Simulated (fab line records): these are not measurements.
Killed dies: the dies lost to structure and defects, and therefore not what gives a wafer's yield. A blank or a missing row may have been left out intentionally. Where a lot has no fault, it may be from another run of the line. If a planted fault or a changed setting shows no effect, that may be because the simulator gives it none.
Which tool did it? -- flow sky130 -- Sampling: 10 lots, 30 wafers, 6 of 708 route steps

== WHAT THE GAUGES READ, wafer by wafer ==
SKY_VIA4_RS_MEAS_19: a four-point-probe measurement.
lot,measured,on,VIA4_W_RS (ohm/sq)
L919,day 42 12:59,filmMetro-03,0.1114 0.1126 0.1113
L920,day 43 04:16,filmMetro-04,0.2247 0.2204 0.2231
L921,day 43 17:18,filmMetro-03,0.2252 0.2267 0.2253
L924,day 44 06:39,filmMetro-02,0.1129 0.1139 0.1133
L930,day 45 21:55,filmMetro-02,0.1123 0.1118 0.1123
L931,day 46 04:30,filmMetro-02,0.2247 0.2239 0.2256
L932,day 46 11:55,filmMetro-02,0.2258 0.2251 0.2257
L936,day 47 14:20,filmMetro-02,0.2258 0.2223 0.2234
L937,day 47 17:01,filmMetro-02,0.2260 0.2226 0.2243
L939,day 48 04:18,filmMetro-04,0.2253 0.2251 0.2239

SKY_VIA4_THK_MEAS_20: measures by xrf.
lot,measured,on,VIA4_W_THK (nm)
L919,day 42 13:06,filmMetro-03,- - -
L920,day 43 04:23,filmMetro-04,516 524 517
L921,day 43 17:25,filmMetro-03,511 509 510
L924,day 44 06:45,filmMetro-02,- - -
L930,day 45 22:02,filmMetro-02,- - -
L931,day 46 04:37,filmMetro-02,526 521 521
L932,day 46 12:02,filmMetro-02,522 523 520
L936,day 47 14:28,filmMetro-02,526 534 530
L937,day 47 17:08,filmMetro-02,525 530 531
L939,day 48 04:25,filmMetro-04,508 509 514

== TOOL THAT RAN EACH LOT (tool first, then ch and the chambers of the sampled wafers, then the start) ==
lot,SKY_METAL3_ETCH_16,SKY_VIA3_SPUTTER_20,SKY_CAP2M_STRIP_14,SKY_VIA4_CVD_18
L919,"rieMetal-03 ch 0,1, day 38 05:38","pvdSputter-02, day 39 09:13","plasmaAsher-02 ch 0,1, day 40 11:02","cvdW-02 ch 0,1, day 42 12:31"
L920,"rieMetal-01 ch 0,1, day 38 21:23","pvdSputter-04, day 40 00:16","plasmaAsher-03 ch 0,1, day 41 01:38","cvdW-01 ch 0,1, day 43 04:07"
L921,"rieMetal-03 ch 0,1, day 39 11:41","pvdSputter-04, day 40 14:52","plasmaAsher-03 ch 0,1, day 41 15:39","cvdW-01 ch 0,1, day 43 17:08"
L924,"rieMetal-03 ch 0, day 40 02:26","pvdSputter-03, day 41 04:44","plasmaAsher-03 ch 0,1, day 42 05:46","cvdW-02 ch 0,1, day 44 06:11"
L930,"rieMetal-01 ch 0,1, day 41 22:49","pvdSputter-04, day 43 00:18","plasmaAsher-03 ch 0,1, day 44 00:12","cvdW-01 ch 0,1, day 45 21:16"
L931,"rieMetal-04 ch 0,1, day 42 05:43","pvdSputter-02, day 43 07:46","plasmaAsher-02 ch 0,1, day 44 06:41","cvdW-01 ch 0,1, day 46 04:20"
L932,"rieMetal-01 ch 0, day 42 12:20","pvdSputter-04, day 43 14:14","plasmaAsher-01 ch 0,1, day 44 13:57","cvdW-01 ch 0,1, day 46 11:46"
L936,"rieMetal-03 ch 0,1, day 43 18:42","pvdSputter-04, day 44 19:35","plasmaAsher-03 ch 0,1, day 45 18:21","cvdW-01 ch 0,1, day 47 14:11"
L937,"rieMetal-01 ch 0,1, day 43 23:32","pvdSputter-04, day 44 23:28","plasmaAsher-03 ch 0,1, day 45 21:33","cvdW-01 ch 0,1, day 47 16:52"
L939,"rieMetal-03 ch 0,1, day 44 11:47","pvdSputter-02, day 45 12:29","plasmaAsher-02 ch 0, day 46 10:09","cvdW-02 ch 1, day 48 04:09"
- SKY_METAL3_ETCH_16: etches BARC in N2/H2, stops on SiO2, time 88.2 s, target depth 60 nm.
- SKY_VIA3_SPUTTER_20: material TiN, target thk 20 nm, time 80 s.
- SKY_CAP2M_STRIP_14: strips in O2/N2.
- SKY_VIA4_CVD_18: deposits W, target thk 505 nm, time 152.14 s.

== AS READ BY THE TOOLS THEMSELVES (means over the sampled wafers that have a number; for cases with no such wafer, the mark the record gives instead) ==
SKY_METAL3_ETCH_16.
lot,tool,drypumpMotorCurrentA (A),h2FlowSccm (sccm),oesProductAu (a.u.),throttleValvePct (%)
L919,rieMetal-03,5.3,199.6,0.624,13.199
L920,rieMetal-01,6.2,200.2,0.622,13.210
L921,rieMetal-03,5.5,199.3,0.624,13.212
L924,rieMetal-03,5.0,200.7,0.627,13.202
L930,rieMetal-01,6.0,199.7,0.630,13.207
L931,rieMetal-04,5.9,200.6,0.626,13.215
L932,rieMetal-01,6.3,200.4,0.627,13.206
L936,rieMetal-03,5.3,200.6,0.631,13.202
L937,rieMetal-01,6.2,200.4,0.623,13.199
L939,rieMetal-03,5.6,199.6,0.622,13.204

SKY_VIA3_SPUTTER_20.
lot,tool,throttleValvePct (%)
L919,pvdSputter-02,28.2
L920,pvdSputter-04,29.7
L921,pvdSputter-04,30.1
L924,pvdSputter-03,28.8
L930,pvdSputter-04,29.5
L931,pvdSputter-02,29.5
L932,pvdSputter-04,30.2
L936,pvdSputter-04,30.0
L937,pvdSputter-04,30.0
L939,pvdSputter-02,30.6

SKY_CAP2M_STRIP_14.
lot,tool,drypumpMotorCurrentA (A),oesProductAu (a.u.),stripTimeToEndpointS (s)
L919,plasmaAsher-02,5.33,0.711,12.66
L920,plasmaAsher-03,5.42,0.708,12.63
L921,plasmaAsher-03,5.49,0.708,12.65
L924,plasmaAsher-03,5.49,0.712,12.62
L930,plasmaAsher-03,5.43,0.708,12.67
L931,plasmaAsher-02,5.34,0.709,12.63
L932,plasmaAsher-01,5.94,0.708,12.60
L936,plasmaAsher-03,5.50,0.709,12.64
L937,plasmaAsher-03,5.50,0.714,12.63
L939,plasmaAsher-02,5.32,0.706,12.60

SKY_VIA4_CVD_18.
lot,tool,heaterPowerW (W)
L919,cvdW-02,923
L920,cvdW-01,795
L921,cvdW-01,859
L924,cvdW-02,927
L930,cvdW-01,844
L931,cvdW-01,844
L932,cvdW-01,808
L936,cvdW-01,846
L937,cvdW-01,814
L939,cvdW-02,922

== THE ANSWER, worked out from the rows above alone ==
Rule: usual is defined by the lots themselves. The widest of any qualifying gaps counts: lots, ordered by their means at a reading, are off when they make up no more than a third of the lots, leave a main group of 4 or more, and stand apart from it by 3 or more times the standard deviation of that group's means. The tables above print the reading to a certain number of digits; a main group whose means all agree to those digits is not used. Also off: a lot with no number at a reading for which 4 or more lots have one. Where the step has rows for the other lots, those lots are counted as sound. Order of review: gauges by route order, followed by the tools' own readings, for which a lot's mean as printed above is used. The first step at which some lot is off is used, and at that step the reading that is off furthest; a lot without a number counts as furthest.
Off: L919, L924, L930, seen at SKY_VIA4_RS_MEAS_19 (VIA4_W_RS). Mean 0.2245 ohm/sq and standard deviation 0.00095 in the main group.
A tool fits if, at a process step before that reading, it ran every lot that is off, and no sound lot after the first of them. The gauges at SKY_VIA4_RS_MEAS_19 are tried like those tools. None of those tried fits.

== WHAT THE SIMULATOR HAD INSERTED ==
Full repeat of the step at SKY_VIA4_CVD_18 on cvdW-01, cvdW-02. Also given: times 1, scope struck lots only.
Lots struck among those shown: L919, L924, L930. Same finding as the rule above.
